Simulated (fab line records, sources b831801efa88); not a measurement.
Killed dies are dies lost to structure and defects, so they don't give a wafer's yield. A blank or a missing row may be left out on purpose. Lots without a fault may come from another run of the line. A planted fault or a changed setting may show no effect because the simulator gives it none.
fab line records | flow sky130 | part 1 of 2: steps 1 to 33 of 43
record lots=5 wafers=15 last_day=48
route steps=708 shown CAP2M@618 METAL4@621 VIA4@639
lots that met no fault: from a run of the same line without faults
start_h: hours from the record's first day to the start of the lot's first wafer shown | wait_h: hours since the lot's step before | " the same as in the row above | L1.1+2: a row that stands for several wafers | - no value, or no start given | * or withheld: withheld | < > ~ a bound
route shown NAME@n: a module of which the file shows steps, and the number in the route of the first | usual: mean/standard deviation of fault-free wafers | same: alike in all rows | chamber/n: place in a boat | sites: the reading at each site | _std_site: their standard deviation | _edge_site: outer sites' mean less inner sites' | radius_mm: how far each site lies from the wafer's centre | mask NAME#n: copy n | behind: the tool/chamber that last shaped the wafer | hold: why the lot was held/for how many hours/how that ended | device: the transistor (n, p or np) that didn't switch | end of line: the same wafers' tests at the end of the route | a step without rows: its recipe alone | killed: dies lost to structure and defects at the first sort, not the wafer's yield | map: a wafer's dies, x killed, . not, _ none there
set.NAME: the setting as run; set.NAME@STEP: as run at that earlier step | model.NAME: the simulator's own value behind a step, which no gauge read
lots at some steps of the route; a table a step, a row a wafer
services: from which hour (start_h, from the record's first day; less than 0 if before it) a tool's chamber was out of use, for how many hours, and why
## steps
# step SKY_CAP2M_STRIP_15
# recipe chemistry=post_etch_residue_remover time_s=1200 temp_c=72.5
# columns lot.wafer tool chamber start_h wait_h
L074.1+4+5 wet_bench-03 2 961.08 0.1
L075.1+2+6 wet_bench-03 2 969.38 0.1
L077.3+4+5 wet_bench-04 2 977.68 0.0
L079.1+3+5 wet_bench-03 3 992.41 0.1
L087.1+3+6 wet_bench-01 2 1044.31 0.1
# step SKY_CAP2M_CLEAN_16
# recipe chemistry=IPA time_s=180 temp_c=25
# columns lot.wafer tool chamber start_h wait_h
L074.1+4+5 wet_bench-04 0 961.46 0.0
L075.1+2+6 wet_bench-01 3 969.73 0.0
L077.3+4+5 wet_bench-03 2 978.02 0.0
L079.1+3+5 wet_bench-01 3 992.75 0.0
L087.1+3+6 wet_bench-03 1 1044.65 0.0
# step SKY_CAP2M_CLEAN_17
# recipe chemistry=O3/DIW dry=n2_spin
# columns lot.wafer tool chamber start_h wait_h
L074.1+4+5 wet_bench-01 1 961.51 0.0
L075.1+2+6 wet_bench-04 2 969.78 0.0
L077.3+4+5 wet_bench-04 2 978.08 0.0
L079.1+3+5 wet_bench-03 2 992.81 0.0
L087.1+3+6 wet_bench-04 1 1044.72 0.0
# step SKY_METAL4_DEHYDRATE_05
# recipe temp_c=200 time_s=60
# columns lot.wafer tool chamber start_h wait_h
L074.1+4+5 litho_track-02 0 972.76 11.1
L075.1+2+6 litho_track-03 0 980.82 10.9
L077.3+4+5 litho_track-03 0 989.52 11.4
L079.1+3+5 litho_track-03 0 1003.27 10.4
L087.1+3+6 litho_track-04 0 1054.55 9.7
# step SKY_METAL4_HMDS_06
# recipe prime_time_s=60 prime_temp_c=120
# columns lot.wafer tool chamber start_h wait_h
L074.1+4+5 litho_track-02 0 972.91 0.1
L075.1+2+6 litho_track-03 0 980.97 0.1
L077.3+4+5 litho_track-03 0 989.67 0.1
L079.1+3+5 litho_track-03 0 1003.42 0.1
L087.1+3+6 litho_track-04 0 1054.70 0.1
# step SKY_METAL4_COAT_07
# recipe resist=BARC temp_c=withheld time_s=withheld spin_rpm=3000 resist_thk_nm=60
# usual dispense_pressure_kPa=49.6/2.7
# columns lot.wafer tool chamber start_h wait_h dispense_pressure_kPa
L074.1 litho_track-02 0 973.06 0.1 49.1
L074.4 " 0 " " 49.1
L074.5 " 0 " " 49.1
L075.1 litho_track-03 0 981.12 0.1 53.4
L075.2 " 0 " " 53.4
L075.6 " 0 " " 53.4
L077.3 litho_track-03 0 989.82 0.1 53.4
L077.4 " 0 " " 53.4
L077.5 " 0 " " 53.4
L079.1 litho_track-03 0 1003.57 0.1 53.4
L079.3 " 0 " " 53.4
L079.5 " 0 " " 53.4
L087.1 litho_track-04 0 1054.85 0.1 46.7
L087.3 " 0 " " 46.8
L087.6 " 0 " " 46.8
# step SKY_METAL4_COAT_08
# recipe resist=KrF-thick spin_rpm=3000 resist_thk_nm=1140
# usual dispense_pressure_kPa=49.6/2.7
# columns lot.wafer tool chamber start_h wait_h dispense_pressure_kPa
L074.1 litho_track-02 0 - - 49.1
L074.4 " 0 " " 49.1
L074.5 " 0 " " 49.1
L075.1 litho_track-03 0 - - 53.4
L075.2 " 0 " " 53.4
L075.6 " 0 " " 53.4
L077.3 litho_track-03 0 - - 53.4
L077.4 " 0 " " 53.4
L077.5 " 0 " " 53.4
L079.1 litho_track-03 0 - - 53.4
L079.3 " 0 " " 53.4
L079.5 " 0 " " 53.4
L087.1 litho_track-04 0 - - 46.7
L087.3 " 0 " " 46.7
L087.6 " 0 " " 46.8
# step SKY_METAL4_SOFTBAKE_09
# recipe temp_c=100 time_s=90 resist=KrF-thick
# columns lot.wafer tool chamber start_h wait_h
L074.1+4+5 litho_track-02 0 - -
L075.1+2+6 litho_track-03 0 - -
L077.3+4+5 litho_track-03 0 - -
L079.1+3+5 litho_track-03 0 - -
L087.1+3+6 litho_track-04 0 - -
# step SKY_METAL4_EXPOSE_10
# recipe mask_id=MM4 na=0.68 source_shape=annular sigma_inner=0.4 sigma_outer=0.8 target_cd_nm=300 dose_mj=28
# same sigma_inner=0.4
# columns lot.wafer tool chamber start_h wait_h mask
L074.1+4+5 krf_scanner-01 0 - - MM4#0
L075.1+2+6 krf_scanner-01 0 - - MM4#0
L077.3+4+5 krf_scanner-01 0 - - MM4#0
L079.1+3+5 krf_scanner-02 0 - - MM4#0
L087.1+3+6 krf_scanner-02 0 - - MM4#0
# step SKY_METAL4_PEB_11
# recipe peb_temp_c=withheld peb_time_s=withheld resist=KrF-thick
# columns lot.wafer tool chamber start_h wait_h
L074.1+4+5 litho_track-04 0 - -
L075.1+2+6 litho_track-02 0 - -
L077.3+4+5 litho_track-04 0 - -
L079.1+3+5 litho_track-03 0 - -
L087.1+3+6 litho_track-03 0 - -
# step SKY_METAL4_DEVELOP_12
# recipe develop_time_s=60 resist=KrF-thick dev_temp_c=21
# columns lot.wafer tool chamber start_h wait_h
L074.1+4+5 litho_track-04 0 - -
L075.1+2+6 litho_track-02 0 - -
L077.3+4+5 litho_track-04 0 - -
L079.1+3+5 litho_track-03 0 - -
L087.1+3+6 litho_track-03 0 - -
# step SKY_METAL4_CD_MEAS_13
# recipe target_cd_nm=300
# usual cd_nm=299.9/1.2
# columns lot.wafer tool chamber start_h wait_h cd_nm
L074.1 cd_sem-02 - 985.55 - 298.1
L074.4 " - " " 298.4
L074.5 " - " " 297.9
L075.1 cd_sem-02 - 994.21 - 300.1
L075.2 " - " " 299.4
L075.6 " - " " 301.1
L077.3 cd_sem-02 - 1002.19 - 301.8
L077.4 " - " " 299.0
L077.5 " - " " 301.4
L079.1 cd_sem-02 - 1015.82 - 299.3
L079.3 " - " " 300.2
L079.5 " - " " 298.7
L087.1 cd_sem-02 - 1066.42 - 301.1
L087.3 " - " " 301.0
L087.6 " - " " 299.7
# step SKY_METAL4_OVL_MEAS_14
# usual METAL4_OVL=-1/7.2
# columns lot.wafer tool chamber start_h wait_h METAL4_OVL[nm]
L074.1 overlay-02 - 985.67 0.1 -14
L074.4 " - " " -10
L074.5 " - " " -17
L075.1 overlay-02 - 994.33 0.1 -4
L075.2 " - " " 2
L075.6 " - " " 4
L077.3 overlay-02 - 1002.28 0.1 -7
L077.4 " - " " -7
L077.5 " - " " -13
L079.1 overlay-02 - 1015.94 0.1 -2
L079.3 " - " " -4
L079.5 " - " " -5
L087.1 overlay-02 - 1066.54 0.1 3
L087.3 " - " " 2
L087.6 " - " " 11
# step SKY_METAL4_DESCUM_15
# recipe chemistry=O2 source_power_w=150 bias_power_w=0 pressure_mtorr=10 temp_c=40 time_s=8
# usual drypump_motor_current_A=5.5/0.49 oes_product_au=1.000/0.0067
# columns lot.wafer tool chamber start_h wait_h drypump_motor_current_A oes_product_au rf_hours_counter_h
L074.1 rie_metal-02 0 985.70 0.0 5.8 1.001 19
L074.4 " 0 " " 5.8 1.006 -
L074.5 " 1 " " 6.2 1.004 -
L075.1 rie_metal-01 0 994.37 0.0 6.2 1.012 21
L075.2 " 1 " " 5.1 1.000 13
L075.6 " 1 " " 5.1 1.007 -
L077.3 rie_metal-03 1 1002.32 0.0 5.5 1.002 -
L077.4 " 0 " " 4.9 1.012 -
L077.5 " 0 " " 4.9 1.001 -
L079.1 rie_metal-03 0 1015.98 0.0 4.9 1.003 19
L079.3 " 0 " " 4.9 1.010 -
L079.5 " 1 " " 5.5 1.001 -
L087.1 rie_metal-03 0 1066.58 0.0 4.9 0.996 22
L087.3 " 1 " " 5.5 0.997 -
L087.6 " 1 " " 5.5 0.999 -
# step SKY_METAL4_ETCH_16
# recipe chemistry=N2/H2 target=BARC ion_energy_ev=200 bias_w=100 pressure_mtorr=30 n2_flow_sccm=100 h2_flow_sccm=200 icp_w=500 stop_on=SiO2 time_s=88.2 target_depth_a=600
# usual drypump_motor_current_A=5.5/0.49 h2_flow_sccm=200.0/0.62 oes_product_au=0.626/0.0046 throttle_valve_pct=13.205/0.0095
# columns lot.wafer tool chamber start_h wait_h drypump_motor_current_A h2_flow_sccm oes_product_au rf_hours_counter_h throttle_valve_pct
L074.1 rie_metal-02 0 985.74 0.0 5.8 199.7 0.628 19 13.191
L074.4 " 0 " " 5.8 199.5 0.626 - 13.205
L074.5 " 1 " " 6.3 200.1 0.623 - 13.209
L075.1 rie_metal-01 0 994.40 0.0 6.2 199.9 0.625 21 13.196
L075.2 " 1 " " 5.1 200.1 0.629 13 13.214
L075.6 " 1 " " 5.1 200.6 0.629 - 13.192
L077.3 rie_metal-03 1 1002.37 0.0 5.5 199.8 0.628 - 13.201
L077.4 " 0 " " 4.9 199.9 0.622 - 13.228
L077.5 " 0 " " 4.9 200.1 0.634 - 13.202
L079.1 rie_metal-03 0 1016.01 0.0 4.9 200.3 0.633 19 13.197
L079.3 " 0 " " 4.9 199.9 0.626 - 13.202
L079.5 " 1 " " 5.5 200.3 0.627 - 13.192
L087.1 rie_metal-03 0 1066.61 0.0 4.9 199.5 0.619 22 13.218
L087.3 " 1 " " 5.5 200.1 0.622 - 13.211
L087.6 " 1 " " 5.5 199.9 0.633 - 13.189
# step SKY_METAL4_ETCH_17
# recipe target=SiO2 stop_on=TiN chemistry=C4F8/O2/Ar source_w=1500 bias_w=1200 pressure_mtorr=40 c4f8_flow_sccm=withheld O2_flow_sccm=6 Ar_flow_sccm=300 time_s=3.9 target_depth_a=150
# usual oes_product_au=0.756/0.0065
# columns lot.wafer tool chamber start_h wait_h oes_product_au rf_hours_counter_h
L074.1 rie_diel-03 1 985.83 0.1 0.749 11
L074.4 " 3 " " 0.760 18
L074.5 " 2 " " 0.763 -
L075.1 rie_diel-04 2 994.50 0.1 0.755 11
L075.2 " 1 " " 0.752 5
L075.6 " 0 " " 0.756 -
L077.3 rie_diel-04 0 1002.43 0.0 0.751 18
L077.4 " 3 " " 0.764 4
L077.5 " 0 " " 0.753 -
L079.1 rie_diel-03 1 1016.11 0.1 0.745 12
L079.3 " 2 " " 0.764 21
L079.5 " 1 " " 0.761 -
L087.1 rie_diel-03 2 1066.71 0.1 0.767 22
L087.3 " 1 " " 0.760 14
L087.6 " 0 " " 0.758 -
# step SKY_METAL4_METAL_ETCH_18
# recipe target_depth_a=8450 stop_on=SiO2 over_etch_frac=0.3 time_s=183.1 chemistry=Cl2/BCl3 resist_sidewall_deg=88 pressure_mtorr=10 icp_w=900 bias_w=48.5 Cl2_flow_sccm=60 bcl3_flow_sccm=30
# usual drypump_motor_current_A=5.7/0.51 oes_product_au=0.866/0.0054 throttle_valve_pct=22.263/0.0088
# columns lot.wafer tool chamber start_h wait_h drypump_motor_current_A oes_product_au rf_hours_counter_h throttle_valve_pct
L074.1 rie_metal-01 1 985.85 0.0 5.1 0.868 12 22.271
L074.4 " 1 " " 5.1 0.861 - 22.265
L074.5 " 0 " " 6.2 0.859 - 22.283
L075.1 rie_metal-03 1 994.52 0.0 5.5 0.862 6 22.259
L075.2 " 0 " " 4.9 0.868 17 22.258
L075.6 " 0 " " 4.9 0.873 - 22.261
L077.3 rie_metal-02 0 1002.51 0.1 5.8 0.871 - 22.248
L077.4 " 1 " " 6.3 0.872 - 22.267
L077.5 " 1 " " 6.2 0.862 - 22.283
L079.1 rie_metal-01 1 1016.13 0.0 5.1 0.865 15 22.272
L079.3 " 0 " " 6.2 0.868 - 22.264
L079.5 " 0 " " 6.2 0.857 - 22.273
L087.1 rie_metal-02 1 1066.73 0.0 6.3 0.870 18 22.256
L087.3 " 1 " " 6.3 0.861 - 22.266
L087.6 " 1 " " 6.2 0.859 - 22.251
# step SKY_METAL4_STRIP_19
# recipe chemistry=O2/N2 power_w=1400 pressure_mtorr=1500 platen_temp_c=withheld o2_flow_sccm=3000 n2_flow_sccm=300 overash_fraction=0.5
# usual drypump_motor_current_A=5.4/0.31 oes_product_au=0.503/0.0054 strip_time_to_endpoint_s=6.53/0.063
# columns lot.wafer tool chamber start_h wait_h drypump_motor_current_A oes_product_au rf_hours_counter_h strip_time_to_endpoint_s
L074.1 plasma_asher-01 0 986.03 0.1 4.8 0.503 60 6.57
L074.4 " 1 " " 5.4 0.492 - 6.51
L074.5 " 1 " " 5.4 0.500 - 6.52
L075.1 plasma_asher-04 1 994.70 0.1 5.2 0.503 102 6.54
L075.2 " 0 " " 5.1 0.499 102 6.52
L075.6 " 1 " " 5.2 0.505 - 6.58
L077.3 plasma_asher-02 0 1002.66 0.1 5.6 0.495 - 6.37
L077.4 " 1 " " 5.7 0.504 - 6.48
L077.5 " 0 " " 5.6 0.496 - 6.44
L079.1 plasma_asher-04 1 1016.30 0.1 5.2 0.499 104 6.53
L079.3 " 0 " " 5.1 0.510 - 6.49
L079.5 " 0 " " 5.1 0.495 - 6.44
L087.1 plasma_asher-02 1 1066.90 0.1 5.7 0.504 94 6.55
L087.3 " 0 " " 5.6 0.506 - 6.50
L087.6 " 0 " " 5.6 0.511 - 6.54
# step SKY_METAL4_STRIP_20
# recipe chemistry=post_etch_residue_remover time_s=1200 temp_c=72.5
# columns lot.wafer tool chamber start_h wait_h
L074.1+4+5 wet_bench-04 0 986.13 0.1
L075.1+2+6 wet_bench-02 2 994.80 0.1
L077.3+4+5 wet_bench-03 3 1002.73 0.0
L079.1+3+5 wet_bench-03 0 1016.40 0.1
L087.1+3+6 wet_bench-04 2 1067.00 0.1
# step SKY_METAL4_CLEAN_21
# recipe chemistry=IPA time_s=180 temp_c=25
# columns lot.wafer tool chamber start_h wait_h
L074.1+4+5 wet_bench-04 2 986.47 0.0
L075.1+2+6 wet_bench-03 2 995.14 0.0
L077.3+4+5 wet_bench-02 2 1003.07 0.0
L079.1+3+5 wet_bench-02 1 1016.78 0.0
L087.1+3+6 wet_bench-04 2 1067.35 0.0
# step SKY_METAL4_CLEAN_22
# recipe chemistry=O3/DIW dry=n2_spin
# columns lot.wafer tool chamber start_h wait_h
L074.1+4+5 wet_bench-02 1 986.53 0.0
L075.1+2+6 wet_bench-04 3 995.20 0.0
L077.3+4+5 wet_bench-03 3 1003.13 0.0
L079.1+3+5 wet_bench-03 3 1016.85 0.0
L087.1+3+6 wet_bench-04 2 1067.40 0.0
# step SKY_VIA4_HDPCVD_00
# recipe material=SiO2 target_thk_nm=1750 sigma_open_frac=0.3 time_s=291.7 temp_c=400 sih4_flow_sccm=60 pressure_mtorr=6
# columns lot.wafer tool chamber start_h wait_h
L074.1+4+5 hdpcvd-02 2,2,1 986.62 0.0
L075.1+2+6 hdpcvd-01 1,0,0 995.30 0.0
L077.3+4+5 hdpcvd-02 1,1,2 1003.22 0.0
L079.1+3+5 hdpcvd-01 1,0,0 1016.95 0.0
L087.1+3+6 hdpcvd-02 0,1,1 1067.50 0.0
# step SKY_VIA4_THK_MEAS_01
# recipe reads=SiO2_of_VIA4_HDPCVD_00
# usual VIA4_HDPCVD_THK=1751/17
# columns lot.wafer tool chamber start_h wait_h VIA4_HDPCVD_THK[nm]
L074.1 film_metro-03 - 986.80 0.1 1740
L074.4 " - " " 1745
L074.5 " - " " 1734
L075.1 film_metro-04 - 995.48 0.1 1755
L075.2 " - " " 1780
L075.6 " - " " 1772
L077.3 film_metro-03 - 1003.42 0.1 1742
L077.4 " - " " 1741
L077.5 " - " " 1763
L079.1 film_metro-02 - 1017.13 0.1 1743
L079.3 " - " " 1761
L079.5 " - " " 1746
L087.1 film_metro-03 - 1067.67 0.1 1749
L087.3 " - " " 1735
L087.6 " - " " 1744
# step SKY_VIA4_CMP_02
# recipe material=SiO2 down_force_psi=4 platen_rpm=60 pad_velocity_m_s=0.94248
# usual motor_current_A=12.2/1.3
# columns lot.wafer tool chamber start_h wait_h motor_current_A
L074.4 cmp-01 1 986.91 0.1 12.4
L074.1 " 2 " " 10.1
L074.5 " 1 " " 12.2
L075.1 cmp-02 2 995.59 0.1 12.0
L075.2 " 0 " " 13.0
L075.6 " 2 " " 11.7
L077.4 cmp-01 1 1003.46 0.0 11.7
L077.3 " 3 " " 12.7
L077.5 " 1 " " 11.6
L079.1 cmp-02 0 1017.29 0.1 14.6
L079.3 " 1 " " 14.0
L079.5 " 3 " " 11.7
L087.1 cmp-01 3 1067.73 0.1 13.3
L087.3 " 2 " " 10.5
L087.6 " 3 " " 12.4
# step SKY_VIA4_BOW_MEAS_03
# recipe mode=bow
# usual VIA4_BOW=82/10
# columns lot.wafer tool chamber start_h wait_h VIA4_BOW[um]
L074.1 film_metro-04 - 987.16 0.1 85
L074.4 " - " " 77
L074.5 " - " " 88
L075.1 film_metro-03 - 995.84 0.2 78
L075.2 " - " " 70
L075.6 " - " " 78
L077.3 film_metro-03 - 1003.80 0.2 70
L077.4 " - " " 89
L077.5 " - " " 85
L079.1 film_metro-04 - 1017.49 0.1 87
L079.3 " - " " 73
L079.5 " - " " 93
L087.1 film_metro-02 - 1068.03 0.2 84
L087.3 " - " " 92
L087.6 " - " " 71
# step SKY_VIA4_DEHYDRATE_04
# recipe temp_c=200 time_s=60
# columns lot.wafer tool chamber start_h wait_h
L074.1+4+5 litho_track-03 0 998.37 11.2
L075.1+2+6 litho_track-01 0 1006.07 10.2
L077.3+4+5 litho_track-02 0 1014.41 10.6
L079.1+3+5 litho_track-03 0 1027.82 10.3
L087.1+3+6 litho_track-01 0 1077.62 9.6
# step SKY_VIA4_HMDS_05
# recipe prime_time_s=60 prime_temp_c=120
# columns lot.wafer tool chamber start_h wait_h
L074.1+4+5 litho_track-03 0 998.52 0.1
L075.1+2+6 litho_track-01 0 1006.22 0.1
L077.3+4+5 litho_track-02 0 1014.56 0.1
L079.1+3+5 litho_track-03 0 1027.97 0.1
L087.1+3+6 litho_track-01 0 1077.77 0.1
# step SKY_VIA4_COAT_06
# recipe resist=NOVOLAK spin_rpm=3000 resist_thk_nm=1140
# usual dispense_pressure_kPa=53/3.6
# columns lot.wafer tool chamber start_h wait_h dispense_pressure_kPa
L074.1 litho_track-03 0 998.67 0.1 53
L074.4 " 0 " " 53
L074.5 " 0 " " 53
L075.1 litho_track-01 0 1006.37 0.1 58
L075.2 " 0 " " 58
L075.6 " 0 " " 58
L077.3 litho_track-02 0 1014.71 0.1 49
L077.4 " 0 " " 49
L077.5 " 0 " " 49
L079.1 litho_track-03 0 1028.12 0.1 53
L079.3 " 0 " " 53
L079.5 " 0 " " 53
L087.1 litho_track-01 0 1077.92 0.1 58
L087.3 " 0 " " 58
L087.6 " 0 " " 58
# step SKY_VIA4_SOFTBAKE_07
# recipe temp_c=90 time_s=60 resist=NOVOLAK
# columns lot.wafer tool chamber start_h wait_h
L074.1+4+5 litho_track-03 0 998.82 0.1
L075.1+2+6 litho_track-01 0 1006.52 0.1
L077.3+4+5 litho_track-02 0 1014.86 0.1
L079.1+3+5 litho_track-03 0 1028.27 0.1
L087.1+3+6 litho_track-01 0 1078.07 0.1
# step SKY_VIA4_EXPOSE_08
# recipe mask_id=VIM4 na=0.6 source_shape=conventional sigma_outer=0.6 polarization=unpolarized target_cd_nm=800 dose_mj=132
# columns lot.wafer tool chamber start_h wait_h mask
L074.1+4+5 iline_stepper-02 0 - - VIM4#0
L075.1+2+6 iline_stepper-01 0 - - VIM4#0
L077.3+4+5 iline_stepper-01 0 - - VIM4#0
L079.1+3+5 iline_stepper-02 0 - - VIM4#0
L087.1+3+6 iline_stepper-01 0 - - VIM4#0
# step SKY_VIA4_PEB_09
# recipe temp_c=withheld time_s=* resist=NOVOLAK
# columns lot.wafer tool chamber start_h wait_h
L074.1+4+5 litho_track-01 0 - -
L075.1+2+6 litho_track-01 0 - -
L077.3+4+5 litho_track-03 0 - -
L079.1+3+5 litho_track-03 0 - -
L087.1+3+6 litho_track-03 0 - -
# step SKY_VIA4_DEVELOP_10
# recipe resist=NOVOLAK developer=TMAH develop_time_s=60 dev_temp_c=23
# columns lot.wafer tool chamber start_h wait_h
L074.1+4+5 litho_track-01 0 1009.82 0.1
L075.1+2+6 litho_track-01 0 1018.22 0.1
L077.3+4+5 litho_track-03 0 1025.92 0.1
L079.1+3+5 litho_track-03 0 1039.47 0.1
L087.1+3+6 litho_track-03 0 1088.82 0.1
# step SKY_VIA4_OVL_MEAS_11
# usual VIA4_OVL=-1.9/1.4
# columns lot.wafer tool chamber start_h wait_h VIA4_OVL[nm]
L074.1 overlay-01 - 1009.97 0.1 0.9
L074.4 " - " " 1.7
L074.5 " - " " 0.8
L075.1 overlay-02 - 1018.37 0.1 -2.7
L075.2 " - " " -4.1
L075.6 " - " " -4.8
L077.3 overlay-02 - 1026.03 0.1 -3.3
L077.4 " - " " -1.0
L077.5 " - " " -2.2
L079.1 overlay-02 - 1039.62 0.1 -0.4
L079.3 " - " " -2.0
L079.5 " - " " -0.9
L087.1 overlay-01 - 1088.97 0.1 -3.3
L087.3 " - " " -3.2
L087.6 " - " " -2.4
